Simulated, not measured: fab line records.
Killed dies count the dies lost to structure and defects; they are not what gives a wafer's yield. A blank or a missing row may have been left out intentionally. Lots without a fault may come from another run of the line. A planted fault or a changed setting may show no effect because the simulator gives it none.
Which tool is to blame? -- flow gf180mcu -- 6 lots with 18 wafers sampled at 3 steps, on a route of 602 steps

== WHAT THE GAUGES READ, wafer by wafer ==
GF_V3_THK_MEAS_03.
lot,measured,on,V3_CVD_02_THK (nm)
L664,day 22 20:29,film-metro-04,836 852 861
L668,day 24 10:02,film-metro-03,807 816 816
L676,day 26 20:34,film-metro-04,850 853 871
L678,day 27 13:52,film-metro-02,843 833 847
L680,day 27 22:29,film-metro-02,832 840 850
L682,day 28 16:26,film-metro-02,840 841 862

== EACH LOT AND THE TOOL THAT RAN IT (in order: tool; ch and the chambers of the sampled wafers; start) ==
lot,GF_V2_SPUTTER_21,GF_V3_CVD_02
L664,"pvd-sputter-03, day 21 19:23","pecvd-04 ch 1,2, day 22 20:25"
L668,"pvd-sputter-03, day 23 10:01","pecvd-04 ch 1,2, day 24 09:58"
L676,"pvd-sputter-02, day 25 21:55","pecvd-01 ch 1,2, day 26 20:30"
L678,"pvd-sputter-03, day 26 15:43","pecvd-03 ch 0,1,2, day 27 13:47"
L680,"pvd-sputter-03, day 27 00:41","pecvd-03 ch 0,2, day 27 22:25"
L682,"pvd-sputter-02, day 27 18:35","pecvd-01 ch 0,1, day 28 16:22"
- GF_V2_SPUTTER_21: material Ti, target thk 15 nm, time 80.02 s.
- GF_V3_CVD_02: deposits SiO2 from TEOS, target thk 850 nm, time 94.851 s.

== THE ANSWER, worked out from the rows above alone ==
Rule: usual is defined by the lots themselves. Put in order of their means at a reading, lots are off if they are a third of the lots or fewer, leave a main group of 4 or more, and stand apart from it by a gap of 3 or more times the standard deviation of the main group's means; of several such gaps the widest counts. A main group is skipped when, at the precision printed for the reading in the tables above, its means are all equal. A lot without any number at a reading at which 4 lots or more have one is off too. Where the step has rows for the other lots, those lots are counted as sound.
Off: at GF_V3_THK_MEAS_03 (V3_CVD_02_THK), L668. For the main group the mean is 847 nm and the standard deviation 6.4.
If a tool, at a process step before that reading, ran all the lots that are off and no sound lot after the first of them, it fits. The gauges at GF_V3_THK_MEAS_03 are tried like those tools. Undecided on this evidence; 2 tools fit (pecvd-04 at GF_V3_CVD_02, film-metro-03 at GF_V3_THK_MEAS_03).

== WHAT THE SIMULATOR PUT IN ==
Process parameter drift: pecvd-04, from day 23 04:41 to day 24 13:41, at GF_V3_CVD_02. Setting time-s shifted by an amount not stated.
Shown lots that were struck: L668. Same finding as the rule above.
